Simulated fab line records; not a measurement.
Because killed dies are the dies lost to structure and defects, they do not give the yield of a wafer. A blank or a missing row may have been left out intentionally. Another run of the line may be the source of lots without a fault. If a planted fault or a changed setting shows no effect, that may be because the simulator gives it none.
fab line records ; flow gf180mcu
record lots=5; wafers=15; last-day=34
route steps=602 shown CONTACT@293 M1@315
lots untouched by any fault: they come from a run of this same line in which no faults occurred
start-h: the number of hours between the record's first day and the start of the first shown wafer of the lot ; wait-h: how many hours have passed since the lot's step before this one ; " identical to the entry in the row above ; L1.1+2: a row that stands for several wafers ; - no value present, or no start provided ; * or withheld: withheld ; < > ~ a bound
route shown NAME@n: a module of which the file shows steps, and the number in the route of the first ; usual: average and standard deviation across the fault-free wafers ; same: alike in all rows ; chamber/n: place in a boat ; sites: the reading at each site ; _std_site: their standard deviation ; _edge_site: mean of outer sites minus mean of inner sites ; radius-mm: for every site, how far away it sits from the centre of the wafer ; mask NAME#n: copy n ; behind: the last tool/chamber to shape the wafer ; hold: why the lot was held/for how many hours/how that ended ; device: transistor that didn't switch, given as n, p or np ; end of line: the route-end tests of the same wafers ; a step with no rows: only its recipe ; killed: dies that structure and defects cost at the first sort, which is not the same as the wafer's yield ; map: the dies of a wafer, with x for killed, . for not killed, _ for no die there
set.NAME: setting as actually run; set.NAME@STEP: the setting as run at that earlier step ; model.NAME: the simulator's own value behind a step, which no gauge read
a table for each step, a row for each wafer; lots at some steps of the route
services: when a tool's chamber went out of use (start-h, in hours from the record's first day, below 0 if earlier), for how many hours, and the reason
## steps
# step GF_CONTACT_DEHYDRATE_06
# recipe temp-c=200; time-s=60
lot.wafer;tool;chamber;start-h;wait-h
L076.2+4+6;litho-track-02;0;363.06;10.2
L079.1+5+6;litho-track-04;0;389.04;10.1
L085.2+3+4;litho-track-02;0;449.41;11.7
L095.1+3+4;litho-track-02;0;537.24;10.6
L097.2+4+6;litho-track-01;0;550.55;11.4
# step GF_CONTACT_HMDS_07
# recipe prime-time-s=60; prime-temp-c=120
lot.wafer;tool;chamber;start-h;wait-h
L076.2+4+6;litho-track-02;0;363.21;0.1
L079.1+5+6;litho-track-04;0;389.19;0.1
L085.2+3+4;litho-track-02;0;449.56;0.1
L095.1+3+4;litho-track-02;0;537.39;0.1
L097.2+4+6;litho-track-01;0;550.70;0.1
# step GF_CONTACT_COAT_08
# recipe resist=BARC; temp-c=withheld; time-s=withheld; spin-rpm=withheld; resist-thk-nm=withheld
lot.wafer;tool;chamber;start-h;wait-h
L076.2+4+6;litho-track-02;0;363.36;0.1
L079.1+5+6;litho-track-04;0;389.34;0.1
L085.2+3+4;litho-track-02;0;449.71;0.1
L095.1+3+4;litho-track-02;0;537.54;0.1
L097.2+4+6;litho-track-01;0;550.85;0.1
# step GF_CONTACT_COAT_09
# recipe resist=KrF; spin-rpm=withheld; resist-thk-nm=1000
lot.wafer;tool;chamber;start-h;wait-h
L076.2+4+6;litho-track-02;0;-;-
L079.1+5+6;litho-track-04;0;-;-
L085.2+3+4;litho-track-02;0;-;-
L095.1+3+4;litho-track-02;0;-;-
L097.2+4+6;litho-track-01;0;-;-
# step GF_CONTACT_SOFTBAKE_10
# recipe temp-c=130; time-s=60; resist=KrF
lot.wafer;tool;chamber;start-h;wait-h
L076.2+4+6;litho-track-02;0;-;-
L079.1+5+6;litho-track-04;0;-;-
L085.2+3+4;litho-track-02;0;-;-
L095.1+3+4;litho-track-02;0;-;-
L097.2+4+6;litho-track-01;0;-;-
# step GF_CONTACT_EXPOSE_11
# recipe mask-id=Contact; target-cd-nm=220; na=0.68; source-shape=conventional; sigma-outer=0.6; dose-mj=38
lot.wafer;tool;chamber;start-h;wait-h;mask
L076.2+4+6;krf-scanner-01;0;-;-;Contact#0
L079.1+5+6;krf-scanner-02;0;-;-;Contact#0
L085.2+3+4;krf-scanner-01;0;-;-;Contact#0
L095.1+3+4;krf-scanner-01;0;-;-;Contact#0
L097.2+4+6;krf-scanner-02;0;-;-;Contact#0
# step GF_CONTACT_PEB_12
# recipe peb-temp-c=135; peb-time-s=90; resist=KrF
lot.wafer;tool;chamber;start-h;wait-h
L076.2+4+6;litho-track-04;0;-;-
L079.1+5+6;litho-track-01;0;-;-
L085.2+3+4;litho-track-04;0;-;-
L095.1+3+4;litho-track-04;0;-;-
L097.2+4+6;litho-track-02;0;-;-
# step GF_CONTACT_DEVELOP_13
# recipe develop-time-s=60; resist=KrF; dev-temp-c=21
# same develop-time-s=60
lot.wafer;tool;chamber;start-h;wait-h
L076.2+4+6;litho-track-04;0;373.92;0.2
L079.1+5+6;litho-track-01;0;400.18;0.2
L085.2+3+4;litho-track-04;0;461.67;0.2
L095.1+3+4;litho-track-04;0;549.54;0.2
L097.2+4+6;litho-track-02;0;561.86;0.2
# step GF_CONTACT_CD_MEAS_14
# recipe target-cd-nm=220
# usual cd-nm=219.8/1.5
lot.wafer;tool;chamber;start-h;wait-h;cd-nm
L076.2;cd-sem-02;-;374.06;0.1;217.9
L076.4;cd-sem-02;-;374.06;0.1;218.1
L076.6;cd-sem-02;-;374.06;0.1;217.0
L079.1;cd-sem-01;-;400.33;0.1;217.7
L079.5;cd-sem-01;-;400.33;0.1;219.5
L079.6;cd-sem-01;-;400.33;0.1;219.8
L085.2;cd-sem-01;-;461.81;0.1;219.4
L085.3;cd-sem-01;-;461.81;0.1;219.0
L085.4;cd-sem-01;-;461.81;0.1;219.6
L095.1;cd-sem-02;-;549.69;0.1;218.1
L095.3;cd-sem-02;-;549.69;0.1;217.4
L095.4;cd-sem-02;-;549.69;0.1;216.7
L097.2;cd-sem-02;-;562.00;0.1;220.7
L097.4;cd-sem-02;-;562.00;0.1;220.8
L097.6;cd-sem-02;-;562.00;0.1;220.5
# step GF_CONTACT_OVL_MEAS_15
# usual CONTACT_OVL=-1/5.3
lot.wafer;tool;chamber;start-h;wait-h;CONTACT_OVL[nm]
L076.2;overlay-01;-;374.17;0.1;-1
L076.4;overlay-01;-;374.17;0.1;1
L076.6;overlay-01;-;374.17;0.1;5
L079.1;overlay-01;-;400.45;0.1;1
L079.5;overlay-01;-;400.45;0.1;0
L079.6;overlay-01;-;400.45;0.1;-2
L085.2;overlay-02;-;461.92;0.1;0
L085.3;overlay-02;-;461.92;0.1;1
L085.4;overlay-02;-;461.92;0.1;2
L095.1;overlay-01;-;549.81;0.1;-2
L095.3;overlay-01;-;549.81;0.1;-2
L095.4;overlay-01;-;549.81;0.1;-3
L097.2;overlay-02;-;562.11;0.1;7
L097.4;overlay-02;-;562.11;0.1;4
L097.6;overlay-02;-;562.11;0.1;14
# step GF_CONTACT_ETCH_16
# recipe chemistry=N2/H2; target-depth-a=withheld; overetch-a=withheld; time-s=withheld; target=BARC; ion-energy-ev=200; source-w=500; bias-w=100; pressure-mtorr=30; n2-flow-sccm=100; h2-flow-sccm=200
# usual drypump-motor-current-A=5.75/0.3; oes-product-au=0.854/0.0049; throttle-valve-pct=13.227/0.0088
lot.wafer;tool;chamber;start-h;wait-h;drypump-motor-current-A;oes-product-au;throttle-valve-pct
L076.2;rie-diel-04;1;374.20;0.0;6.08;0.861;13.222
L076.4;rie-diel-04;2;374.20;0.0;6.03;0.848;13.217
L076.6;rie-diel-04;1;374.20;0.0;6.08;0.846;13.225
L079.1;rie-diel-02;2;400.49;0.0;5.45;0.850;13.237
L079.5;rie-diel-02;2;400.49;0.0;5.48;0.860;13.218
L079.6;rie-diel-02;1;400.49;0.0;5.42;0.849;13.221
L085.2;rie-diel-04;1;461.95;0.0;6.03;0.858;13.210
L085.3;rie-diel-04;3;461.95;0.0;5.85;0.848;13.214
L085.4;rie-diel-04;0;461.95;0.0;6.06;0.860;13.244
L095.1;rie-diel-03;3;549.85;0.0;5.69;0.852;13.215
L095.3;rie-diel-03;1;549.85;0.0;5.06;0.852;13.231
L095.4;rie-diel-03;1;549.85;0.0;5.05;0.856;13.211
L097.2;rie-diel-02;2;562.14;0.0;5.45;0.855;13.230
L097.4;rie-diel-02;0;562.14;0.0;5.63;0.848;13.224
L097.6;rie-diel-02;1;562.14;0.0;5.43;0.857;13.225
# step GF_CONTACT_ETCH_17
# recipe chemistry=C4F8/O2/Ar; mask-material=KrF; target=SiO2; stop-on=CoSi2; source-w=1500; bias-w=1200; pressure-mtorr=40; c4f8-flow-sccm=withheld; O2_flow_sccm=6; Ar_flow_sccm=300; time-s=withheld; target-depth-a=8600
# usual oes-product-au=0.814/0.0051
lot.wafer;tool;chamber;start-h;wait-h;oes-product-au
L076.2;rie-diel-04;1;-;-;0.813
L076.4;rie-diel-04;2;-;-;0.818
L076.6;rie-diel-04;1;-;-;0.806
L079.1;rie-diel-02;2;-;-;0.799
L079.5;rie-diel-02;2;-;-;0.808
L079.6;rie-diel-02;1;-;-;0.816
L085.2;rie-diel-04;1;-;-;0.810
L085.3;rie-diel-04;3;-;-;0.813
L085.4;rie-diel-04;0;-;-;0.815
L095.1;rie-diel-03;3;-;-;0.817
L095.3;rie-diel-03;1;-;-;0.817
L095.4;rie-diel-03;1;-;-;0.817
L097.2;rie-diel-02;2;-;-;0.812
L097.4;rie-diel-02;0;-;-;0.819
L097.6;rie-diel-02;1;-;-;0.818
# step GF_CONTACT_STRIP_18
# recipe chemistry=O2/N2; power-w=1400; pressure-mtorr=1500; platen-temp-c=250; o2-flow-sccm=3000; n2-flow-sccm=300; overash-fraction=0.5
# usual drypump-motor-current-A=5.63/0.27; heater-power-w=360/67; oes-product-au=0.580/0.0054; platen-temp-c=250.03/0.18
lot.wafer;tool;chamber;start-h;wait-h;drypump-motor-current-A;heater-power-w;oes-product-au;platen-temp-c;rf-hours-counter-h
L076.2;plasma-asher-01;0;374.36;-;5.91;497;0.580;250.38;27
L076.4;plasma-asher-01;0;374.36;-;5.92;498;0.585;250.06;-
L076.6;plasma-asher-01;1;374.36;-;5.76;330;0.577;249.95;-
L079.1;plasma-asher-02;1;400.65;-;5.94;303;0.575;250.02;75
L079.5;plasma-asher-02;0;400.65;-;5.41;333;0.586;250.06;-
L079.6;plasma-asher-02;1;400.65;-;5.90;303;0.593;250.02;-
L085.2;plasma-asher-03;0;462.11;-;5.41;358;0.584;249.97;85
L085.3;plasma-asher-03;1;462.11;-;5.20;331;0.581;249.86;-
L085.4;plasma-asher-03;0;462.11;-;5.41;358;0.577;249.59;-
L095.1;plasma-asher-03;0;550.01;-;5.42;353;0.571;250.02;94
L095.3;plasma-asher-03;1;550.01;-;5.22;325;0.581;250.13;-
L095.4;plasma-asher-03;0;550.01;-;5.41;357;0.584;250.12;-
L097.2;plasma-asher-01;1;562.30;-;5.82;350;0.580;250.24;48
L097.4;plasma-asher-01;1;562.30;-;5.77;340;0.578;250.06;-
L097.6;plasma-asher-01;0;562.30;-;5.91;523;0.584;250.10;-
# step GF_CONTACT_CLEAN_19
# recipe chemistry=SPM
lot.wafer;tool;chamber;start-h;wait-h
L076.2+4+6;wet-bench-03;3;374.46;0.1
L079.1+5+6;wet-bench-01;1;400.75;0.1
L085.2+3+4;wet-bench-03;3;462.21;0.1
L095.1+3+4;wet-bench-04;1;550.11;0.1
L097.2+4+6;wet-bench-01;1;562.40;0.1
# step GF_CONTACT_CLEAN_20
# recipe chemistry=DIW
lot.wafer;tool;chamber;start-h;wait-h
L076.2+4+6;wet-bench-01;2;374.56;0.0
L079.1+5+6;wet-bench-03;0;400.84;0.0
L085.2+3+4;wet-bench-04;0;462.30;0.0
L095.1+3+4;wet-bench-01;1;550.20;0.0
L097.2+4+6;wet-bench-04;2;562.50;0.0
# step GF_CONTACT_CLEAN_21
# recipe chemistry=dHF; time-s=20; dilution=100:1; dry=ipa-marangoni
lot.wafer;tool;chamber;start-h;wait-h
L076.2+4+6;wet-bench-04;0;374.65;0.0
L079.1+5+6;wet-bench-01;3;400.93;0.0
L085.2+3+4;wet-bench-03;1;462.40;0.0
L095.1+3+4;wet-bench-03;0;550.29;0.0
L097.2+4+6;wet-bench-01;0;562.59;0.0
# step GF_CONTACT_SPUTTER_22
# recipe material=Ti; target-thk-nm=15; chamber-pressure-pa=5; power-w=2500; substrate-temp-c=200; time-s=80.02
# usual throttle-valve-pct=29.8/1.1
lot.wafer;tool;chamber;start-h;wait-h;throttle-valve-pct
L076.2;pvd-sputter-01;-;374.66;0.0;28.7
L076.4;pvd-sputter-01;-;374.66;0.0;30.8
L076.6;pvd-sputter-01;-;374.66;0.0;31.5
L079.1;pvd-sputter-04;-;400.95;0.0;29.9
L079.5;pvd-sputter-04;-;400.95;0.0;29.9
L079.6;pvd-sputter-04;-;400.95;0.0;28.6
L085.2;pvd-sputter-01;-;462.41;0.0;30.6
L085.3;pvd-sputter-01;-;462.41;0.0;31.7
L085.4;pvd-sputter-01;-;462.41;0.0;29.2
L095.1;pvd-sputter-01;-;550.31;0.0;28.3
L095.3;pvd-sputter-01;-;550.31;0.0;31.5
L095.4;pvd-sputter-01;-;550.31;0.0;29.5
L097.2;pvd-sputter-01;-;562.60;0.0;28.8
L097.4;pvd-sputter-01;-;562.60;0.0;29.3
L097.6;pvd-sputter-01;-;562.60;0.0;31.6
# step GF_CONTACT_SPUTTER_23
# recipe material=TiN; target-thk-nm=10; chamber-pressure-pa=5.175; power-w=4000; time-s=40
# usual throttle-valve-pct=29.8/1.1
lot.wafer;tool;chamber;start-h;wait-h;throttle-valve-pct
L076.2;pvd-sputter-01;-;374.72;0.0;28.5
L076.4;pvd-sputter-01;-;374.72;0.0;30.5
L076.6;pvd-sputter-01;-;374.72;0.0;31.8
L079.1;pvd-sputter-04;-;401.01;0.0;30.2
L079.5;pvd-sputter-04;-;401.01;0.0;29.9
L079.6;pvd-sputter-04;-;401.01;0.0;28.8
L085.2;pvd-sputter-01;-;462.47;0.0;30.6
L085.3;pvd-sputter-01;-;462.47;0.0;31.8
L085.4;pvd-sputter-01;-;462.47;0.0;29.4
L095.1;pvd-sputter-01;-;550.37;0.0;28.4
L095.3;pvd-sputter-01;-;550.37;0.0;31.3
L095.4;pvd-sputter-01;-;550.37;0.0;29.2
L097.2;pvd-sputter-01;-;562.66;0.0;28.9
L097.4;pvd-sputter-01;-;562.66;0.0;29.1
L097.6;pvd-sputter-01;-;562.66;0.0;31.5
# step GF_CONTACT_CVD_24
# recipe material=W; target-thk-nm=300; time-s=90.339; temp-c=400; pressure-torr=40
# usual heater-power-w=832/67
lot.wafer;tool;chamber;start-h;wait-h;heater-power-w
L076.2;cvd-w-01;0;374.76;0.0;861
L076.4;cvd-w-01;0;374.76;0.0;849
L076.6;cvd-w-01;0;374.76;0.0;840
L079.1;cvd-w-02;1;401.05;0.0;871
L079.5;cvd-w-02;1;401.05;0.0;871
L079.6;cvd-w-02;0;401.05;0.0;900
L085.2;cvd-w-01;0;462.51;0.0;845
L085.3;cvd-w-01;0;462.51;0.0;832
L085.4;cvd-w-01;1;462.51;0.0;709
L095.1;cvd-w-01;1;550.41;0.0;709
L095.3;cvd-w-01;1;550.41;0.0;739
L095.4;cvd-w-01;0;550.41;0.0;822
L097.2;cvd-w-01;1;562.70;0.0;707
L097.4;cvd-w-01;0;562.70;0.0;850
L097.6;cvd-w-01;0;562.70;0.0;854
# step GF_CONTACT_RS_MEAS_25
# recipe thk-meas-gauge=four-point-probe; reads=W_of_CONTACT_CVD_24+TiN_of_CONTACT_SPUTTER_23+Ti_of_CONTACT_SPUTTER_22
# usual CONTACT_W_RS=0.383/0.0042
lot.wafer;tool;chamber;start-h;wait-h;CONTACT_W_RS[ohm/sq]
L076.2;film-metro-01;-;374.88;0.1;0.380
L076.4;film-metro-01;-;374.88;0.1;0.382
L076.6;film-metro-01;-;374.88;0.1;0.380
L079.1;film-metro-01;-;401.15;0.1;0.385
L079.5;film-metro-01;-;401.15;0.1;0.383
L079.6;film-metro-01;-;401.15;0.1;0.386
L085.2;film-metro-04;-;462.66;0.1;0.378
L085.3;film-metro-04;-;462.66;0.1;0.379
L085.4;film-metro-04;-;462.66;0.1;0.376
L095.1;film-metro-04;-;550.51;0.1;0.377
L095.3;film-metro-04;-;550.51;0.1;0.379
L095.4;film-metro-04;-;550.51;0.1;0.380
L097.2;film-metro-04;-;562.82;0.1;0.381
L097.4;film-metro-04;-;562.82;0.1;0.387
L097.6;film-metro-04;-;562.82;0.1;0.384
# step GF_CONTACT_THK_MEAS_26
# recipe thk-meas-gauge=xrf; reads=W_of_CONTACT_CVD_24
# usual CONTACT_W_THK=306/5.4
lot.wafer;tool;chamber;start-h;wait-h;CONTACT_W_THK[nm]
L076.2;film-metro-01;-;374.99;0.1;311
L076.4;film-metro-01;-;374.99;0.1;309
L076.6;film-metro-01;-;374.99;0.1;310
L079.1;film-metro-01;-;401.27;0.1;307
L079.5;film-metro-01;-;401.27;0.1;306
L079.6;film-metro-01;-;401.27;0.1;302
L085.2;film-metro-04;-;462.77;0.1;307
L085.3;film-metro-04;-;462.77;0.1;305
L085.4;film-metro-04;-;462.77;0.1;309
L095.1;film-metro-04;-;550.63;0.1;308
L095.3;film-metro-04;-;550.63;0.1;307
L095.4;film-metro-04;-;550.63;0.1;305
L097.2;film-metro-04;-;562.93;0.1;303
L097.4;film-metro-04;-;562.93;0.1;297
L097.6;film-metro-04;-;562.93;0.1;299
# step GF_CONTACT_CMP_27
# recipe stop-on=SiO2; down-force-psi=3.5; platen-rpm=60; t-overpolish-s=15; target-thk-nm=0; pad-velocity-m-s=0.94248
# usual motor-current-A=10.6/1.1; overpolish-run-s=15.001/0.0091; retaining-ring-pressure-frac=1.000/0.0045; time-to-endpoint-s=73/4.4
lot.wafer;tool;chamber;start-h;wait-h;motor-current-A;overpolish-run-s;retaining-ring-pressure-frac;time-to-endpoint-s
L076.4;cmp-02;0;375.04;0.0;10.4;14.996;0.994;69
L076.2;cmp-02;3;375.04;0.0;9.9;15.001;0.998;72
L076.6;cmp-02;1;375.04;0.0;12.3;15.005;0.999;78
L079.1;cmp-01;3;401.38;0.1;10.1;14.996;0.995;75
L079.6;cmp-01;2;401.38;0.1;10.8;15.011;1.000;72
L079.5;cmp-01;3;401.38;0.1;10.3;14.990;0.995;76
L085.2;cmp-02;0;462.87;0.1;10.3;15.002;1.000;68
L085.4;cmp-02;1;462.87;0.1;12.5;14.984;0.994;78
L085.3;cmp-02;2;462.87;0.1;11.2;14.988;1.006;78
L095.1;cmp-01;0;550.69;0.1;9.4;15.000;0.998;79
L095.3;cmp-01;1;550.69;0.1;9.0;14.996;1.001;73
L095.4;cmp-01;3;550.69;0.1;10.0;15.005;0.996;75
L097.4;cmp-02;1;563.03;0.1;12.9;15.000;0.999;77
L097.2;cmp-02;3;563.03;0.1;9.9;15.023;1.000;70
L097.6;cmp-02;0;563.03;0.1;9.6;15.002;0.998;69
# step GF_M1_SPUTTER_00
# recipe material=Ti; target-thk-nm=37.5; arriving-ion-energy-ev=80; substrate-temp-c=200; chamber-pressure-pa=2; power-w=4000; time-s=150
# usual throttle-valve-pct=30.1/0.96
lot.wafer;tool;chamber;start-h;wait-h;throttle-valve-pct
L076.2;pvd-sputter-04;-;375.34;0.1;28.7
L076.4;pvd-sputter-04;-;375.34;0.1;29.6
L076.6;pvd-sputter-04;-;375.34;0.1;30.1
L079.1;pvd-sputter-02;-;401.63;0.2;30.3
L079.5;pvd-sputter-02;-;401.63;0.2;30.6
L079.6;pvd-sputter-02;-;401.63;0.2;30.6
L085.2;pvd-sputter-02;-;463.12;0.2;29.7
L085.3;pvd-sputter-02;-;463.12;0.2;31.0
L085.4;pvd-sputter-02;-;463.12;0.2;30.6
L095.1;pvd-sputter-03;-;550.99;0.2;28.0
L095.3;pvd-sputter-03;-;550.99;0.2;30.8
L095.4;pvd-sputter-03;-;550.99;0.2;31.3
L097.2;pvd-sputter-02;-;563.28;0.1;30.5
L097.4;pvd-sputter-02;-;563.28;0.1;31.0
L097.6;pvd-sputter-02;-;563.28;0.1;30.6
# step GF_M1_SPUTTER_01
# recipe material=TiN; target-thk-nm=30; power-w=6500; time-s=25; chamber-pressure-pa=0.4
# usual throttle-valve-pct=30.1/0.96
lot.wafer;tool;chamber;start-h;wait-h;throttle-valve-pct
L076.2;pvd-sputter-04;-;375.44;0.1;28.6
L076.4;pvd-sputter-04;-;375.44;0.1;29.6
L076.6;pvd-sputter-04;-;375.44;0.1;30.5
L079.1;pvd-sputter-02;-;401.73;0.1;30.3
L079.5;pvd-sputter-02;-;401.73;0.1;30.2
L079.6;pvd-sputter-02;-;401.73;0.1;30.6
L085.2;pvd-sputter-02;-;463.22;0.1;29.5
L085.3;pvd-sputter-02;-;463.22;0.1;31.0
L085.4;pvd-sputter-02;-;463.22;0.1;30.5
L095.1;pvd-sputter-03;-;551.09;0.1;27.8
L095.3;pvd-sputter-03;-;551.09;0.1;31.2
L095.4;pvd-sputter-03;-;551.09;0.1;31.0
L097.2;pvd-sputter-02;-;563.38;0.1;30.4
L097.4;pvd-sputter-02;-;563.38;0.1;31.0
L097.6;pvd-sputter-02;-;563.38;0.1;30.6
# step GF_M1_SPUTTER_02
# recipe material=AlCu; target-thk-nm=450; power-w=10600; time-s=23.9; chamber-pressure-pa=0.4
# usual throttle-valve-pct=30.1/0.95
lot.wafer;tool;chamber;start-h;wait-h;throttle-valve-pct
L076.2;pvd-sputter-04;-;375.47;0.0;28.8
L076.4;pvd-sputter-04;-;375.47;0.0;29.7
L076.6;pvd-sputter-04;-;375.47;0.0;29.9
L079.1;pvd-sputter-02;-;401.76;0.0;30.7
L079.5;pvd-sputter-02;-;401.76;0.0;30.5
L079.6;pvd-sputter-02;-;401.76;0.0;30.4
L085.2;pvd-sputter-02;-;463.25;0.0;29.5
L085.3;pvd-sputter-02;-;463.25;0.0;31.0
L085.4;pvd-sputter-02;-;463.25;0.0;30.3
L095.1;pvd-sputter-03;-;551.12;0.0;27.5
L095.3;pvd-sputter-03;-;551.12;0.0;30.8
L095.4;pvd-sputter-03;-;551.12;0.0;30.9
L097.2;pvd-sputter-02;-;563.41;0.0;30.4
L097.4;pvd-sputter-02;-;563.41;0.0;31.0
L097.6;pvd-sputter-02;-;563.41;0.0;30.2
# step GF_M1_SPUTTER_03
# recipe material=Ti; target-thk-nm=10; substrate-temp-c=300; chamber-pressure-pa=0.3; power-w=3000; time-s=6.7
# usual throttle-valve-pct=30.1/0.97
lot.wafer;tool;chamber;start-h;wait-h;throttle-valve-pct
L076.2;pvd-sputter-04;-;375.50;0.0;28.8
L076.4;pvd-sputter-04;-;375.50;0.0;29.5
L076.6;pvd-sputter-04;-;375.50;0.0;29.7
L079.1;pvd-sputter-02;-;401.79;0.0;30.3
L079.5;pvd-sputter-02;-;401.79;0.0;30.4
L079.6;pvd-sputter-02;-;401.79;0.0;30.6
L085.2;pvd-sputter-02;-;463.28;0.0;29.4
L085.3;pvd-sputter-02;-;463.28;0.0;31.0
L085.4;pvd-sputter-02;-;463.28;0.0;30.6
L095.1;pvd-sputter-03;-;551.15;0.0;27.7
L095.3;pvd-sputter-03;-;551.15;0.0;31.0
L095.4;pvd-sputter-03;-;551.15;0.0;31.3
L097.2;pvd-sputter-02;-;563.44;0.0;30.7
L097.4;pvd-sputter-02;-;563.44;0.0;31.1
L097.6;pvd-sputter-02;-;563.44;0.0;30.5
# step GF_M1_SPUTTER_04
# recipe material=TiN; target-thk-nm=50; power-w=6500; time-s=41.7; chamber-pressure-pa=0.4
# usual throttle-valve-pct=30.1/0.99
lot.wafer;tool;chamber;start-h;wait-h;throttle-valve-pct
L076.2;pvd-sputter-04;-;375.52;0.0;28.7
L076.4;pvd-sputter-04;-;375.52;0.0;29.8
L076.6;pvd-sputter-04;-;375.52;0.0;30.3
L079.1;pvd-sputter-02;-;401.81;0.0;30.5
L079.5;pvd-sputter-02;-;401.81;0.0;30.7
L079.6;pvd-sputter-02;-;401.81;0.0;30.3
L085.2;pvd-sputter-02;-;463.30;0.0;29.8
L085.3;pvd-sputter-02;-;463.30;0.0;31.2
L085.4;pvd-sputter-02;-;463.30;0.0;30.5
L095.1;pvd-sputter-03;-;551.17;0.0;27.8
L095.3;pvd-sputter-03;-;551.17;0.0;30.9
L095.4;pvd-sputter-03;-;551.17;0.0;30.8
L097.2;pvd-sputter-02;-;563.46;0.0;30.3
L097.4;pvd-sputter-02;-;563.46;0.0;31.3
L097.6;pvd-sputter-02;-;563.46;0.0;30.3
# step GF_M1_RS_MEAS_05
# recipe thk-meas-gauge=four-point-probe; reads=TiN_of_M1_SPUTTER_04+Ti_of_M1_SPUTTER_03+AlCu_of_M1_SPUTTER_02+TiN_of_M1_SPUTTER_01+Ti_of_M1_SPUTTER_00
# usual M1_ALCU_RS=0.0696/0.0013
lot.wafer;tool;chamber;start-h;wait-h;M1_ALCU_RS[ohm/sq]
L076.2;film-metro-01;-;375.58;0.0;0.0691
L076.4;film-metro-01;-;375.58;0.0;0.0679
L076.6;film-metro-01;-;375.58;0.0;0.0682
L079.1;film-metro-02;-;401.85;0.0;0.0729
L079.5;film-metro-02;-;401.85;0.0;0.0732
L079.6;film-metro-02;-;401.85;0.0;0.0711
L085.2;film-metro-01;-;463.36;0.0;0.0696
L085.3;film-metro-01;-;463.36;0.0;0.0703
L085.4;film-metro-01;-;463.36;0.0;0.0703
L095.1;film-metro-02;-;551.21;0.0;0.0714
L095.3;film-metro-02;-;551.21;0.0;0.0700
L095.4;film-metro-02;-;551.21;0.0;0.0686
L097.2;film-metro-01;-;563.52;0.0;0.0700
L097.4;film-metro-01;-;563.52;0.0;0.0694
L097.6;film-metro-01;-;563.52;0.0;0.0705
# step GF_M1_THK_MEAS_06
# recipe thk-meas-gauge=xrf; reads=AlCu_of_M1_SPUTTER_02
# usual M1_ALCU_THK=450/7.9
lot.wafer;tool;chamber;start-h;wait-h;M1_ALCU_THK[nm]
L076.2;film-metro-01;-;375.69;0.1;453
L076.4;film-metro-01;-;375.69;0.1;463
L076.6;film-metro-01;-;375.69;0.1;463
L079.1;film-metro-02;-;401.97;0.1;430
L079.5;film-metro-02;-;401.97;0.1;426
L079.6;film-metro-02;-;401.97;0.1;442
L085.2;film-metro-01;-;463.47;0.1;453
L085.3;film-metro-01;-;463.47;0.1;448
L085.4;film-metro-01;-;463.47;0.1;448
L095.1;film-metro-02;-;551.33;0.1;438
L095.3;film-metro-02;-;551.33;0.1;449
L095.4;film-metro-02;-;551.33;0.1;457
L097.2;film-metro-01;-;563.63;0.1;453
L097.4;film-metro-01;-;563.63;0.1;453
L097.6;film-metro-01;-;563.63;0.1;448
## services
tool;chamber;start-h;hours;kind
cmp-02;-;340.44;0.9;repair
pvd-sputter-03;-;348.77;5.8;repair
rie-diel-04;0;349.53;1.3;repair
cvd-w-01;-;349.89;6.9;pm
pvd-sputter-04;-;351.46;6.1;repair
pvd-sputter-03;-;360.69;3.9;repair
pvd-sputter-03;-;374.84;3.9;repair
krf-scanner-01;-;380.37;1.3;pm
pvd-sputter-02;-;381.06;4.0;repair
krf-scanner-01;-;381.67;0.8;pm
cvd-w-01;-;390.00;14.0;pm
rie-diel-04;0;398.57;6.4;repair
rie-diel-04;1;426.75;5.5;repair
krf-scanner-01;-;433.72;1.5;pm
pvd-sputter-04;-;443.48;4.8;repair
krf-scanner-01;-;463.64;1.0;pm
pvd-sputter-01;-;491.32;5.1;repair
cmp-02;-;513.09;3.8;pm
cmp-02;-;530.57;5.1;repair
pvd-sputter-03;-;530.97;1.5;repair
wet-bench-03;-;534.31;0.9;repair
wet-bench-01;-;534.85;5.2;repair
rie-diel-02;3;535.80;8.0;repair
pvd-sputter-01;-;536.07;4.4;repair
## key
fault none
